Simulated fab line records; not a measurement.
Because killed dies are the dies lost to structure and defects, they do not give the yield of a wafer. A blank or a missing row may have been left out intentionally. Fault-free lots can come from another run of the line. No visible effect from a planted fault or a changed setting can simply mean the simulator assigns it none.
Problem report, 8D (eight disciplines) form, completed by code | flow gf180mcu | the parts of the form that need people (team, actions taken, sign-off) are left out

## 1. PROBLEM STATEMENT
Wafers without a fault read 280.3 nm, standard deviation 1.2; cd_nm at GF_POLY_GATE_CD_MEAS_10 reads a mean of 307.9 nm on 6 wafers belonging to 2 lots. Measured from the usual mean, that is +23 standard deviations.
The step: target cd 280 nm.
First seen on wafer L168.1, day 12 22:46, on cd_sem-02. Wafers with a number at this step in the record: 39, from 13 lots. The rule behind "out" and "out of limits": a value lying over 4 standard deviations away from the usual mean. The other wafers with a number count as sound.

## 2. WHAT THIS IS AND IS NOT
question                    | is                     | is not
which readings at this step | cd_nm                  | -
which lots                  | L167, L168             | L155, L156, L157, L158, L169, L170, L171, L173, L176, L177, L178
which wafers of those lots  | all that have a number | -
read on which gauges        | cd_sem-02              | cd_sem-01
when                        | from day 12 22:46      | up to then (12 sound wafers); but 21 sound wafers of L169, L170, L171, L173, L176, L177, L178 came after

## 3. WHAT RULES OUT EACH SUSPECT
Counting: a tool at any process step up to the reading remains a suspect when it ran all the lots that are out and ran no sound lot after the first of those.
- the gauge at GF_POLY_GATE_CD_MEAS_10 is ruled out. All the wafers that are out were read on cd_sem-02, but those of them that GF_POLY_GATE_SOFTBAKE_06 has rows for are out there too, on other tools.
- litho_track-04 at GF_POLY_GATE_SOFTBAKE_06 (time 60 s): kept. It ran every lot that is out, first L168 (day 12 13:00), and no sound lot after that. Its own readings are out on those wafers: heater_power_total_W, plate_temp_C.
The count leaves litho_track-04 at GF_POLY_GATE_SOFTBAKE_06.

## 4. THE CAUSE (what the simulator had put in)
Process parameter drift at GF_POLY_GATE_SOFTBAKE_06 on litho_track-04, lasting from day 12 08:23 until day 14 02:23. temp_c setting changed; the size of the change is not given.
The count eliminated every tool but this one.

## 5. THE CHAIN OF EFFECTS, in route order
Each row: a reading where the mean over the struck wafers with a number is more than 3 standard deviations away from the usual. Only readings whose record carries a usual standard deviation are examined. hours: median over the lots of the time between each lot's start at the first step of this table that gives one and its start at this step. sigmas: the change, counted in usual standard deviations.
hours | step                     | reading              | usual    | on struck wafers | change | sigmas
0     | GF_POLY_GATE_SOFTBAKE_06 | heater_power_total_W | 93.05 W  | 79.20            | -13.85 | -99 or more
0     | GF_POLY_GATE_SOFTBAKE_06 | plate_temp_C         | 129.99 C | 115.31           | -14.68 | -99 or more
10    | GF_POLY_GATE_CD_MEAS_10  | cd_nm                | 280.3 nm | 307.9            | +27.6  | +23
It contains these process steps:
- GF_POLY_GATE_SOFTBAKE_06: time 60 s.
Later steps that measure or inspect, where all struck wafers having a row at the step show a number for every such reading and not one has moved that far: GF_POLY_GATE_THK_MEAS_17.

## 6. WHAT WOULD HAVE CAUGHT IT SOONER
The first out-of-limits reading at a measuring or inspecting step in this record came at day 12 22:46, 14 hours after the fault's start at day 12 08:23.
At GF_POLY_GATE_SOFTBAKE_06, the tool's own readings (heater_power_total_W, plate_temp_C) were out on each struck wafer the step has a row for, so an alarm limit on them would have fired on the first such wafer.
Each of the lots that are out, 2 in all, had begun GF_POLY_GATE_SOFTBAKE_06 on litho_track-04 no later than day 12 22:46. Holding the tool at that point would not have protected any of them.
